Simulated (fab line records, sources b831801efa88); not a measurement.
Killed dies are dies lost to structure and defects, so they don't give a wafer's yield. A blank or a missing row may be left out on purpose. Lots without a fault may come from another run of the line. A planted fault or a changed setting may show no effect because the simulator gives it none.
Which tool did it? | flow sky130 | 11 lots, 33 wafers sampled, at 2 steps of a route of 708

WHAT THE GAUGES READ, wafer by wafer
SKY_SD_P_TW_MEAS_11.
lot  | measured     | on            | SD_P_TW
L929 | day 25 17:12 | film_metro-03 | 2854 2860 2854
L932 | day 27 06:57 | film_metro-01 | 2779 2791 2789
L935 | day 27 23:10 | film_metro-03 | 2853 2856 2850
L936 | day 28 09:50 | film_metro-04 | 2873 2881 2885
L937 | day 28 17:22 | film_metro-03 | 2864 2867 2885
L942 | day 30 09:27 | film_metro-01 | 2797 2786 2777
L945 | day 31 11:23 | film_metro-03 | 2858 2870 2871
L947 | day 31 23:35 | film_metro-01 | 2805 2794 2794
L949 | day 32 08:39 | film_metro-01 | 2803 2807 2807
L951 | day 33 04:04 | film_metro-01 | 2792 2784 2799
L952 | day 33 05:18 | film_metro-03 | 2855 2867 2855

WHICH TOOL RAN EACH LOT (tool, then ch and the chambers of the sampled wafers, then the start)
lot  | SKY_POLY_CUT_STRIP_12
L929 | plasma_asher-03 ch 0,1, day 24 11:11
L932 | plasma_asher-01 ch 1, day 25 23:43
L935 | plasma_asher-03 ch 0,1, day 26 18:13
L936 | plasma_asher-03 ch 0,1, day 27 04:21
L937 | plasma_asher-01 ch 1, day 27 12:10
L942 | plasma_asher-01 ch 0,1, day 29 04:37
L945 | plasma_asher-04 ch 0,1, day 30 05:59
L947 | plasma_asher-04 ch 0,1, day 30 19:17
L949 | plasma_asher-01 ch 1, day 31 04:05
L951 | plasma_asher-01 ch 0,1, day 31 23:07
L952 | plasma_asher-03 ch 0,1, day 32 01:01
- SKY_POLY_CUT_STRIP_12: strips in O2/N2.

THE ANSWER, worked out from the rows above alone
Rule: what is usual is taken from the lots themselves. Put in order of their means at a reading, lots are off if they are a third of the lots or fewer, leave a main group of 4 or more, and stand apart from it by a gap of 3 or more times the standard deviation of the main group's means; of several such gaps the widest counts. A main group whose means are all the same, to the digits that the tables above print for the reading, isn't used. A lot without any number at a reading at which 4 lots or more have one is off too. The other lots that the step has rows for count as sound.
No lot is off at any reading shown: from this, nothing can be told.

WHAT THE SIMULATOR HAD PUT IN
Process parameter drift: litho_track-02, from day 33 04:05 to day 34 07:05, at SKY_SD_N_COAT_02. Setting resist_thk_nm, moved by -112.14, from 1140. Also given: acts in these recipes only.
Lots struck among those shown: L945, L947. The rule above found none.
